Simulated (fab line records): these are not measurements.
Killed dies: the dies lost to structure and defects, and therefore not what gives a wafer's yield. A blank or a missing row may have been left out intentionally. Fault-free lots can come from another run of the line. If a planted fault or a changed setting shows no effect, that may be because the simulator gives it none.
Which of the tools did it? -- flow gf180mcu -- 39 wafers from 13 lots sampled at 2 of the route's 602 steps

## WHAT EACH GAUGE READ, for each wafer
GF_MIM_RS_MEAS_10: a four-point-probe measurement.
lot,measured,on,MIM_ALCU_RS (ohm/sq)
L256,day 24 09:44,filmMetro-02,0.1597 0.1606 0.1605
L258,day 25 10:16,filmMetro-04,0.1615 0.1597 0.1579
L259,day 25 17:20,filmMetro-04,0.1589 0.1592 0.1608
L260,day 25 21:19,filmMetro-04,0.1620 0.1617 0.1621
L261,day 26 03:15,filmMetro-03,0.1595 0.1607 0.1609
L262,day 26 22:53,filmMetro-03,0.1594 0.1587 0.1603
L266,day 28 03:08,filmMetro-02,0.1605 0.1602 0.1597
L267,day 28 04:38,filmMetro-02,0.1631 0.1623 0.1627
L268,day 28 18:31,filmMetro-02,0.1598 0.1588 0.1592
L274,day 30 12:48,filmMetro-02,0.1621 0.1619 0.1609
L275,day 30 13:06,filmMetro-02,0.1619 0.1614 0.1606
L276,day 30 17:44,filmMetro-04,0.1598 0.1620 0.1594
L277,day 30 23:52,filmMetro-03,0.1570 0.1584 0.1567

## WHAT TOOL EACH LOT RAN ON (gives the tool, then ch and the chambers of the sampled wafers, and finally the start)
lot,GF_V2_SPUTTER_22
L256,"pvdSputter-02, day 20 06:00"
L258,"pvdSputter-03, day 21 08:20"
L259,"pvdSputter-02, day 21 15:59"
L260,"pvdSputter-02, day 21 21:03"
L261,"pvdSputter-02, day 22 03:01"
L262,"pvdSputter-02, day 23 01:55"
L266,"pvdSputter-03, day 24 08:23"
L267,"pvdSputter-03, day 24 10:35"
L268,"pvdSputter-03, day 24 18:13"
L274,"pvdSputter-02, day 26 19:29"
L275,"pvdSputter-02, day 26 20:25"
L276,"pvdSputter-02, day 27 05:19"
L277,"pvdSputter-03, day 27 09:14"
- GF_V2_SPUTTER_22: material TiN, target thk 10 nm, time 40 s.

## WHAT THE TOOLS THEMSELVES READ (means of the sampled wafers that have a number; where no wafer has one, the mark that the record gives instead)
GF_V2_SPUTTER_22.
lot,tool,throttleValvePct (%)
L256,pvdSputter-02,29.2
L258,pvdSputter-03,30.2
L259,pvdSputter-02,30.0
L260,pvdSputter-02,29.6
L261,pvdSputter-02,29.6
L262,pvdSputter-02,29.6
L266,pvdSputter-03,29.2
L267,pvdSputter-03,30.5
L268,pvdSputter-03,29.6
L274,pvdSputter-02,30.1
L275,pvdSputter-02,29.1
L276,pvdSputter-02,29.7
L277,pvdSputter-03,29.8

## THE ANSWER, worked out from the rows above alone
Rule: usual is defined by the lots themselves. The widest of any qualifying gaps counts: lots, ordered by their means at a reading, are off when they make up no more than a third of the lots, leave a main group of 4 or more, and stand apart from it by 3 or more times the standard deviation of that group's means. The tables above print the reading to a certain number of digits; a main group whose means all agree to those digits is not used. A lot without any number at a reading at which 4 lots or more have one is off too. The other lots that the step has rows for count as sound. Order of review: gauges by route order, followed by the tools' own readings, for which a lot's mean as printed above is used. At the first step where some lot is off, the reading lying furthest off is the one used; lots without a number count as furthest.
No lot is off at any reading shown: from this, nothing can be told.

## WHAT THE SIMULATOR HAD PUT IN
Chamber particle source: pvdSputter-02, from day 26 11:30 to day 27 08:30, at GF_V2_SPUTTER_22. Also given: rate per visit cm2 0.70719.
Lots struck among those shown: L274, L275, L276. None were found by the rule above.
